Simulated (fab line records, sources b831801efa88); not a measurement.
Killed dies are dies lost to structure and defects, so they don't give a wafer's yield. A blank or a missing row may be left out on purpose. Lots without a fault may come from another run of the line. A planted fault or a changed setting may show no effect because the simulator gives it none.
A struck lot beside a sound one | flow sky130 | 43 steps out of a route of 708
Sound: wafers L234.1, L234.3, L234.5. Struck: wafer L250.6. (L250.1, L250.3 of the same lot were not struck and are left out.) The cause comes at the end.
At each step with rows: each side's tool, then ch and its chambers, then its first start. Under that, the readings that differ: sound wafers | struck wafers | difference of the means | sigmas: that difference in standard deviations of wafers without a fault.
alike: readings whose means differ by less than 2 such deviations, and words and numbers that are the same on both sides. not compared: withheld readings, readings that some wafer has no value for, bounds like >300 that may hide the same value, and numbers for which the record gives no deviation and whose values overlap.
The two part at a step that has a row with sigmas, a row that says differs or no value, or rows on one side only. Numbers that don't overlap but have no deviation are shown without sigmas and don't part them. A reading that every wafer of one side lacks parts them only if that side has two wafers or more.

SKY_VIA4_THK_MEAS_01:
  sound on film_metro-03, day 42 09:24; struck on film_metro-03, day 46 21:16
  alike: VIA4_HDPCVD_THK
then, 1 step without rows for these wafers: SKY_VIA4_CMP_02 (polishes SiO2).
SKY_VIA4_BOW_MEAS_03:
  sound on film_metro-03, day 42 09:54; struck on film_metro-02, day 46 21:37
  alike: VIA4_BOW
then, 7 steps without rows for these wafers: SKY_VIA4_DEHYDRATE_04 (time 60 s); SKY_VIA4_HMDS_05 (prime time 60 s); SKY_VIA4_COAT_06 (resist thk 1140 nm); SKY_VIA4_SOFTBAKE_07 (time 60 s); SKY_VIA4_EXPOSE_08 (exposes mask VIM4, target cd 800 nm); SKY_VIA4_PEB_09; SKY_VIA4_DEVELOP_10 (develop time 60 s).
SKY_VIA4_OVL_MEAS_11:
  sound on overlay-02, day 43 08:46; struck on overlay-01, day 47 17:44
  alike: VIA4_OVL
SKY_VIA4_ETCH_12: etches SiO2 in C4F8/O2/Ar, stops on TiN, target depth 580 nm.
  sound on rie_diel-04 ch 1,2,3, day 43 08:48; struck on rie_diel-02 ch 0, day 47 17:47
  alike: oes_product_au
SKY_VIA4_STRIP_13: strips in O2/N2.
  sound on plasma_asher-01 ch 0,1, day 43 08:52; struck on plasma_asher-02 ch 0, day 47 17:51
  alike: drypump_motor_current_A, oes_product_au, strip_time_to_endpoint_s
  not compared: rf_hours_counter_h
then, 4 steps without rows for these wafers: SKY_VIA4_STRIP_14 (strips in post etch residue remover, time 1200 s); SKY_VIA4_CLEAN_15 (cleans in IPA, time 180 s); SKY_VIA4_CLEAN_16 (cleans in O3/DIW); SKY_VIA4_SPUTTER_17 (material TiN, target thk 20 nm, time 80 s).
SKY_VIA4_CVD_18: deposits W, target thk 505 nm, time 152.14 s.
  sound on cvd_w-01 ch 0, day 43 09:32; struck on cvd_w-02 ch 1, day 47 18:35
  reading            | sound       | struck | difference | sigmas
  heater_power_w (W) | 869 886 871 | 800    | -75        | -2
  alike: susceptor_temp_C
SKY_VIA4_RS_MEAS_19: measures by four-point-probe.
  sound on film_metro-02, day 43 09:41; struck on film_metro-02, day 47 18:44
  alike: VIA4_W_RS
SKY_VIA4_THK_MEAS_20: measures by xrf.
  sound on film_metro-02, day 43 09:48; struck on film_metro-02, day 47 18:52
  alike: VIA4_W_THK
then, 2 steps without rows for these wafers: SKY_VIA4_CMP_21 (polishes, stops on SiO2, t overpolish 25 s, target thk 0 nm); SKY_METAL5_SPUTTER_00 (material Ti, target thk 15 nm, time 10 s).
SKY_METAL5_SPUTTER_01: material TiN, target thk 20 nm, time 16.7 s.
  sound on pvd_sputter-01, day 43 10:17; struck on pvd_sputter-03, day 47 19:14
  alike: throttle_valve_pct
then, 2 steps without rows for these wafers: SKY_METAL5_SPUTTER_02 (material AlCu, target thk 1150 nm, time 61.2 s); SKY_METAL5_SPUTTER_03 (material Ti, target thk 5 nm, time 3.3 s).
SKY_METAL5_SPUTTER_04: material TiN, target thk 70 nm, time 58.3 s.
  sound on pvd_sputter-01, day 43 10:23; struck on pvd_sputter-03, day 47 19:20
  alike: throttle_valve_pct
SKY_METAL5_RS_MEAS_05: measures by four-point-probe.
  sound on film_metro-03, day 43 10:25; struck on film_metro-04, day 47 19:23
  alike: METAL5_ALCU_RS
SKY_METAL5_THK_MEAS_06: measures by xrf.
  sound on film_metro-03, day 43 10:32; struck on film_metro-04, day 47 19:30
  alike: METAL5_ALCU_THK
then, 7 steps without rows for these wafers: SKY_METAL5_DEHYDRATE_07 (time 60 s); SKY_METAL5_HMDS_08 (prime time 60 s); SKY_METAL5_COAT_09 (resist thk 1800 nm); SKY_METAL5_SOFTBAKE_10 (time 60 s); SKY_METAL5_EXPOSE_11 (exposes mask MM5, target cd 1600 nm); SKY_METAL5_PEB_12; SKY_METAL5_DEVELOP_13 (develop time 60 s).
SKY_METAL5_DESCUM_14: chemistry O2, time 11 s.
  sound on rie_metal-03 ch 1, day 44 09:14; struck on rie_metal-03 ch 0, day 48 13:55
  alike: drypump_motor_current_A, oes_product_au
  not compared: rf_hours_counter_h
then, 6 steps without rows for these wafers: SKY_METAL5_METAL_ETCH_15 (etches the open film in Cl2/BCl3, stops on SiO2, target depth 1260 nm, time 252 s); SKY_METAL5_STRIP_16 (strips in O2/N2); SKY_METAL5_STRIP_17 (strips in post etch residue remover, time 1200 s); SKY_METAL5_CLEAN_18 (cleans in IPA, time 180 s); SKY_METAL5_CLEAN_19 (cleans in O3/DIW); SKY_PASSIVATION_CVD_00 (deposits SiO2, target thk 90 nm).
SKY_PAD_OPEN_PROBE_99:
  sound on prober-02, day 46 07:17; struck on prober-02, day 50 04:05
  reading                               | sound              | struck | difference | sigmas
  killed_at_M4_up                       | 3 2 4              | 31     | +28        | +14
  sort_bin_3_pad_short (%)              | 0.8 1.0 0.6        | 2.6    | +1.8       | +4
  model.etest.tester.sort_n_pass        | 396 404 397        | 384    | -15        |
  model.etest.tester.sort_yield_pct (%) | 80.49 82.11 80.69  | 78.05  | -3.05      |
  model.etest.tester.sort_bin_3_pct (%) | 0.813 1.016 0.6098 | 2.642  | +1.829     |
  alike: defect_limited_yield, killed_at_M0_to_M3, killed_at_contacts, killed_at_front_end, killed_at_other, killed_dies, killed_open, killed_short, sort_bin_5_function, sort_bin_6_memory, sort_n_pass, sort_yield_pct
  not compared: model.etest.tester.sort_bin_5_pct

WHERE THEY PART
First at SKY_VIA4_CVD_18; last, within this record, at SKY_PAD_OPEN_PROBE_99.

WHY: what the simulator had put in
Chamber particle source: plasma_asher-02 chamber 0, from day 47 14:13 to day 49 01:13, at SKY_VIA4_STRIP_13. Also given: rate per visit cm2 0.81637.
